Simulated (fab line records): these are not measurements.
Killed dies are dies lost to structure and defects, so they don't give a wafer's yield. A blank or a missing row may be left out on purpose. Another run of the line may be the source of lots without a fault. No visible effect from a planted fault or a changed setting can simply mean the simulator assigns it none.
A lot that was struck, set against a sound lot :: flow sky130 :: 16 steps out of a route of 708
Sound: wafers L371.2, L371.3, L371.5. Struck: wafers L389.2, L389.3 (left out: L389.1, a lot-mate that was not struck); the cause follows at the end.
At each step with rows: each side's tool, then ch and its chambers, then its first start. Under that, the readings that differ: sound wafers :: struck wafers :: difference of the means :: sigmas: that difference in standard deviations of wafers without a fault.
alike: a reading whose means differ by less than 2 such deviations, as well as words and numbers matching on both sides. not compared: withheld readings; readings where some wafer has no value; bounds like >300 that might hide an equal value; numbers whose values overlap and for which the record gives no deviation.
The two part at a step that has a row with sigmas, a row that says differs or no value, or rows on one side only. Numbers that don't overlap but have no deviation are shown without sigmas and don't part them. A reading that every wafer of one side lacks parts them only if that side has two wafers or more.

first, 8 steps without rows for these wafers: SKY_CONTACT_DEHYDRATE_06 (time 60 s); SKY_CONTACT_HMDS_07 (prime time 60 s); SKY_CONTACT_COAT_08 (resist thk 60 nm); SKY_CONTACT_COAT_09 (resist thk 450 nm); SKY_CONTACT_SOFTBAKE_10 (time 90 s); SKY_CONTACT_EXPOSE_11 (exposes mask CTM1, target cd 170 nm); SKY_CONTACT_PEB_12; SKY_CONTACT_DEVELOP_13 (develop time 60 s).
SKY_CONTACT_CD_MEAS_14: target cd 170 nm.
  sound on cdSem-02 at day 32 14:28; struck on cdSem-02 at day 38 10:23
  alike: cdNm
SKY_CONTACT_OVL_MEAS_15:
  sound on overlay-02 at day 32 14:34; struck on overlay-02 at day 38 10:31
  alike: CONTACT_OVL
SKY_CONTACT_ETCH_16: etches BARC in N2/H2, stops on SiO2, time 45.9 s, target depth 60 nm.
  sound on rieDiel-03 ch 0,1,3, day 32 14:35; struck on rieDiel-01 ch 2,3, day 38 10:33
  alike: biasW, chamberPressureMTorr, drypumpMotorCurrentA, oesProductAu, rfFwdPowerW, throttleValvePct
  not compared: rfHoursCounterH
SKY_CONTACT_ETCH_17: etches SiO2 in C4F8/O2/Ar, stops on Si3N4, target depth 340 nm.
  sound on rieDiel-03 ch 0,1,3, day 32 14:38; struck on rieDiel-01 ch 2,3, day 38 10:35
  alike: biasW, chamberPressureMTorr, oesProductAu, rfFwdPowerW
SKY_CONTACT_ETCH_18: etches Si3N4 in CHF3/O2, stops on TiN, time 39 s, target depth 75 nm.
  sound on rieDiel-03 ch 0,1,3, day 32 14:00; struck on rieDiel-01 ch 2,3, day 38 10:00
reading: oesProductAu (a.u.)
sound: 0.858 0.856 0.865
struck: 0.850 0.839
difference: -0.015
sigmas: -2

reading: model.KrF-thick_of_CONTACT_COAT_09.thkNm (nm)
sound: 240.5 241.8 243.5
struck: 264.2 266.6
difference: +23.5
sigmas: 
  alike: biasW, chamberPressureMTorr, drypumpMotorCurrentA, rfFwdPowerW, throttleValvePct
  not compared: rfHoursCounterH
SKY_CONTACT_STRIP_19: strips in O2/N2.
  sound on plasmaAsher-01 ch 0,1, day 32 14:44; struck on plasmaAsher-03 ch 0, day 38 10:41
reading: drypumpMotorCurrentA (A)
sound: 5.3 5.2 5.2
struck: 6.5 6.5
difference: +1.3
sigmas: +3

reading: oesProductAu (a.u.)
sound: 0.380 0.382 0.383
struck: 0.395 0.390
difference: +0.011
sigmas: +3

reading: stripTimeToEndpointS (s)
sound: 3.591 3.595 3.614
struck: 3.833 3.852
difference: +0.243
sigmas: +10
  alike: chamberPressureMTorr, o2FlowSccm
  not compared: rfHoursCounterH
then, 1 step without rows for these wafers: SKY_CONTACT_STRIP_20 (strips in post etch residue remover, time 1200 s).
-- the record jumps here: 12 days lie between the struck wafers' starts before and after (it left off in module CONTACT and takes up again in module PAD_OPEN, whose first step shown is number 708 of the route) --
SKY_PAD_OPEN_PROBE_99:
  sound on prober-02 at day 46 13:04; struck on prober-02 at day 50 17:15
reading: killedAtContacts
sound: 21 13 24
struck: 153 167
difference: +141
sigmas: +28

reading: killedDies
sound: 89 61 101
struck: 225 237
difference: +147
sigmas: +15

reading: killedOnRim
sound: 21 17 23
struck: 35 59
difference: +27
sigmas: +7

reading: model.etest.mconChain.rcOhm
sound: 16.59 17.01 16.73
struck: 25.14 25.51
difference: +8.55
sigmas: 
  alike: killed_at_M0_to_M3, killed_at_M4_up, killedAtFrontEnd, killedAtOther, killedOpen, killedShort

== WHERE THEY PART ==
Earliest at SKY_CONTACT_ETCH_18; latest, in this record, at SKY_PAD_OPEN_PROBE_99.

WHY: the cause the simulator had injected
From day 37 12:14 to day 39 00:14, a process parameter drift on rieDiel-01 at SKY_CONTACT_ETCH_18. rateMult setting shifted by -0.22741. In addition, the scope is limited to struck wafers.
